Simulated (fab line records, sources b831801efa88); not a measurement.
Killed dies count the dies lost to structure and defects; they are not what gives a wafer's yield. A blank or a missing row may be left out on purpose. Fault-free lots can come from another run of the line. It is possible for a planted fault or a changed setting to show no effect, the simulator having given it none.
Matching of chambers ; flow gf180mcu ; 3 sister chambers for GF_PASSIVATION_CVD_02 on pecvd-02
The step deposits Si3N4, target thk 700 nm, time 486.18 s. 3 wafers are shown with their chamber, then 10 later ones without.

## WAFERS, EACH WITH ITS CHAMBER
wafer;chamber;heater power w (W)
L087.5;2;605
L089.1;1;561
L089.4;0;752

## WAFERS WITHOUT THEIR CHAMBER
wafer;heater power w (W)
L089.5;692
L093.1;623
L093.2;840
L093.4;636
L096.1;650
L096.2;684
L096.5;543
L097.1;894
L097.2;666
L097.6;677

## WHICH CHAMBER EACH ONE RAN IN
wafer;from the rows above;in truth
L089.5;can't be placed: 0 or 2 or 1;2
L093.1;can't be placed: 2 or 1 or 0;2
L093.2;0;0
L093.4;can't be placed: 2 or 1 or 0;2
L096.1;can't be placed: 2 or 1 or 0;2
L096.2;can't be placed: 0 or 2 or 1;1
L096.5;can't be placed: 1 or 2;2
L097.1;0;0
L097.2;can't be placed: 2 or 0 or 1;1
L097.6;can't be placed: 2 or 0 or 1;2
Correctly placed: 2 of 10. Not placeable from these rows: 8 (in 8, the candidates include the true chamber). Wrongly placed: 0.
How it was worked out, from the rows above alone: a wafer's distance from a chamber is the root of the sum, over the readings, of the square of ((its reading less the chamber's mean) divided by the reading's scatter). The wafer belongs to the nearest chamber; if the next one is less than 2 further off, it can't be placed. A chamber's mean is the mean of its shown wafers. The scatter (one wafer shown for each chamber): square how far every hidden wafer sits from the nearest shown wafer, average those squares and take the square root.
